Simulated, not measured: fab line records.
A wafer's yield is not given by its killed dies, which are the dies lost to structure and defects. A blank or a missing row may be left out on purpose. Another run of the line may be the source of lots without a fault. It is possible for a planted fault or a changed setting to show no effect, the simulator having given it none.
A lot that was struck, set against a sound lot ; flow sky130 ; 16 steps out of a route of 708
Sound: these wafers, L164.2, L164.4, L164.5. Wafers L170.2, L170.4, L170.5 were the ones struck. The cause is given at the end.
Per side, at each step with rows, come the tool, then ch with its chambers, and then its first start. Under that, the readings that differ: sound wafers ; struck wafers ; difference of the means ; sigmas: that difference in standard deviations of wafers without a fault.
alike: a reading whose means differ by less than 2 such deviations, as well as words and numbers matching on both sides. not compared: withheld readings; readings where some wafer has no value; bounds like >300 that might hide an equal value; numbers whose values overlap and for which the record gives no deviation.
Wherever a step has rows on one side only, a row that says differs or no value, or a row with sigmas, the two part there. Numbers that have no deviation but don't overlap get no sigmas and don't part them. A reading that every wafer of one side lacks parts them only if that side has two wafers or more.

SKY_POLY_GATE_THK_MEAS_04:
  sound on film metro-04, day 19 07:55; struck on film metro-03, day 21 06:19
  alike: POLY_GATE_CVD_03_THK
then, 8 steps without rows for these wafers: SKY_POLY_GATE_DEHYDRATE_05 (time 60 s); SKY_POLY_GATE_HMDS_06 (prime time 60 s); SKY_POLY_GATE_COAT_07 (resist thk 110 nm); SKY_POLY_GATE_COAT_08 (resist thk 450 nm); SKY_POLY_GATE_SOFTBAKE_09 (time 90 s); SKY_POLY_GATE_EXPOSE_10 (exposes mask P1M, target cd 150 nm); SKY_POLY_GATE_PEB_11; SKY_POLY_GATE_DEVELOP_12 (develop time 60 s).
SKY_POLY_GATE_CD_MEAS_13: the cd target is 150 nm.
  sound on cd sem-01, day 20 14:13; struck on cd sem-01, day 22 12:55
  alike: cd nm
SKY_POLY_GATE_OVL_MEAS_14:
  sound on overlay-01, day 20 14:19; struck on overlay-02, day 22 13:01
  alike: POLY_GATE_OVL
SKY_POLY_GATE_ETCH_15: etches BARC in N2/H2, stops on SiO2, time 118.5 s, target depth 110 nm.
  sound on rie diel-01 ch 1,2,3, day 20 14:20; struck on rie diel-03 ch 0,1,2, day 22 13:02
  alike: bias w, chamber pressure mTorr, drypump motor current A, oes product au, throttle valve pct
  not compared: rf hours counter h
SKY_POLY_GATE_ETCH_16: etches Si3N4 in CH3F/O2, stops on poly-Si, time 147.5 s, target depth 75 nm.
  sound on rie diel-01 ch 1,2,3, day 20 14:26; struck on rie diel-03 ch 0,1,2, day 22 13:08
  no value came back on the struck wafers for any of 6 readings (O2_flow_sccm (sccm), bias w (W) and others); on the sound wafers O2_flow_sccm (sccm) reads 30.01 30.06 29.98
reading;sound;struck;difference;sigmas
model.KrF-thick_of_POLY_GATE_COAT_08.thk nm (nm);237.1 233.3 234.7;343.5 344.7 345.9;+109.7;
  not compared: rf hours counter h
SKY_POLY_GATE_ETCH_17: etches poly-Si in HBr/Cl2, stops on SiO2, target depth 180 nm, time 70.5 s.
  sound on rie si-01 ch 1,2, day 20 14:31; struck on rie si-01 ch 0,1,3, day 22 13:13
reading;sound;struck;difference;sigmas
model.KrF-thick_of_POLY_GATE_COAT_08.thk nm (nm);142.6 140 142.3;247.4 253.2 253.6;+109.8;
  alike: HBr_flow_sccm, bias w, chamber pressure mTorr, drypump motor current A, oes product au, throttle valve pct
  not compared: rf hours counter h
SKY_POLY_GATE_STRIP_18: strips in O2/N2.
  sound on plasma asher-02 ch 0,1, day 20 14:35; struck on plasma asher-02 ch 0,1, day 22 13:17
reading;sound;struck;difference;sigmas
oes product au (a.u.);0.362 0.359 0.362;0.405 0.417 0.411;+0.050;+11
strip time to endpoint s (s);3.20 3.18 3.20;4.33 4.38 4.39;+1.17;+32
  alike: chamber pressure mTorr, drypump motor current A
  not compared: rf hours counter h
then, 1 step without rows for these wafers: SKY_POLY_GATE_CLEAN_19 (cleans in SC1/SC2, time 150 s).

## WHERE THEY PART
Earliest at SKY_POLY_GATE_ETCH_16; latest, in this record, at SKY_POLY_GATE_STRIP_18.

WHY: whatever the simulator had introduced
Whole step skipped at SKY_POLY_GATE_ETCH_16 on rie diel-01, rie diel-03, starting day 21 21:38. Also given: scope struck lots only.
